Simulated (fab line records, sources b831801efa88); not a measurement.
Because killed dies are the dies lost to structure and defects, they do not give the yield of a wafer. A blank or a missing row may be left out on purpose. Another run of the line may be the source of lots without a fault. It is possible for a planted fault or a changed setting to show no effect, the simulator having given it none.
A struck lot beside a sound one	flow sky130	16 steps out of a route of 708
Sound: wafers L817.1, L817.4, L817.6. Struck: wafers L823.4, L823.5, L823.6. Last of all comes the cause.
Per side, at each step with rows, come the tool, then ch with its chambers, and then its first start. Under that, the readings that differ: sound wafers	struck wafers	difference of the means	sigmas: that difference in standard deviations of wafers without a fault.
alike: readings whose means differ by less than 2 such deviations, and words and numbers that are the same on both sides. not compared: withheld readings, readings that some wafer has no value for, bounds like >300 that may hide the same value, and numbers for which the record gives no deviation and whose values overlap.
Wherever a step has rows on one side only, a row that says differs or no value, or a row with sigmas, the two part there. Numbers that have no deviation but don't overlap get no sigmas and don't part them. A reading that every wafer of one side lacks parts them only if that side has two wafers or more.

first, 8 steps without rows for these wafers: SKY_METAL1_DEHYDRATE_07 (time 60 s); SKY_METAL1_HMDS_08 (prime time 60 s); SKY_METAL1_COAT_09 (resist thk 60 nm); SKY_METAL1_COAT_10 (resist thk 450 nm); SKY_METAL1_SOFTBAKE_11 (time 90 s); SKY_METAL1_EXPOSE_12 (exposes mask MM1, target cd 140 nm); SKY_METAL1_PEB_13; SKY_METAL1_DEVELOP_14 (develop time 60 s).
SKY_METAL1_CD_MEAS_15 targets a cd of 140 nm.
  sound on cd-sem-01 at day 33 23:20; struck on cd-sem-02 at day 35 03:57
  alike: cd-nm
SKY_METAL1_OVL_MEAS_16:
  sound on overlay-02 at day 33 23:28; struck on overlay-01 at day 35 04:02
  alike: METAL1_OVL
SKY_METAL1_DESCUM_17: chemistry O2, time 8 s.
  sound on rie-metal-01 ch 0,1, day 33 23:30; struck on rie-metal-01 ch 0,1, day 35 04:04
  alike: drypump-motor-current-A, oes-product-au
  not compared: rf-hours-counter-h
SKY_METAL1_ETCH_18: etches BARC in N2/H2, stops on SiO2, time 45.9 s, target depth 60 nm.
  sound on rie-metal-01 ch 0,1, day 33 23:32; struck on rie-metal-01 ch 0,1, day 35 04:06
  alike: drypump-motor-current-A, oes-product-au, throttle-valve-pct
  not compared: rf-hours-counter-h
SKY_METAL1_METAL_ETCH_19: etches the open film in Cl2/BCl3, stops on SiO2, target depth 360 nm, time 78 s.
  sound on rie-metal-01 ch 0,1, day 33 23:35; struck on rie-metal-01 ch 0,1, day 35 04:10
reading	sound	struck	difference	sigmas
oes-product-au (a.u.)	0.856 0.848 0.856	0.820 0.815 0.818	-0.036	-6
over-etch-frac	0.3 0.3 0.3	0.392 0.392 0.392	+0.092	
model.KrF-thick_of_METAL1_COAT_10.thk-nm (nm)	151.6 157.8 155.5	135.3 141 138	-16.9	
  alike: drypump-motor-current-A, throttle-valve-pct
  not compared: rf-hours-counter-h
SKY_METAL1_STRIP_20: strips in O2/N2.
  sound on plasma-asher-03 ch 0,1, day 33 23:41; struck on plasma-asher-03 ch 0,1, day 35 04:16
reading	sound	struck	difference	sigmas
oes-product-au (a.u.)	0.339 0.344 0.348	0.327 0.331 0.326	-0.016	-3
strip-time-to-endpoint-s (s)	2.62 2.71 2.67	2.45 2.51 2.46	-0.19	-6
  alike: drypump-motor-current-A
  not compared: rf-hours-counter-h
then, 1 step without rows for these wafers: SKY_METAL1_STRIP_21 (strips in post etch residue remover, time 1200 s).
SKY_PAD_OPEN_PROBE_99:
  the record has rows for the sound wafers here (prober-02, day 46 13:09) and none for the struck ones

## WHERE THEY PART
At SKY_METAL1_METAL_ETCH_19 first; at SKY_PAD_OPEN_PROBE_99 last (within this record only).

WHY: what had been put in by the simulator
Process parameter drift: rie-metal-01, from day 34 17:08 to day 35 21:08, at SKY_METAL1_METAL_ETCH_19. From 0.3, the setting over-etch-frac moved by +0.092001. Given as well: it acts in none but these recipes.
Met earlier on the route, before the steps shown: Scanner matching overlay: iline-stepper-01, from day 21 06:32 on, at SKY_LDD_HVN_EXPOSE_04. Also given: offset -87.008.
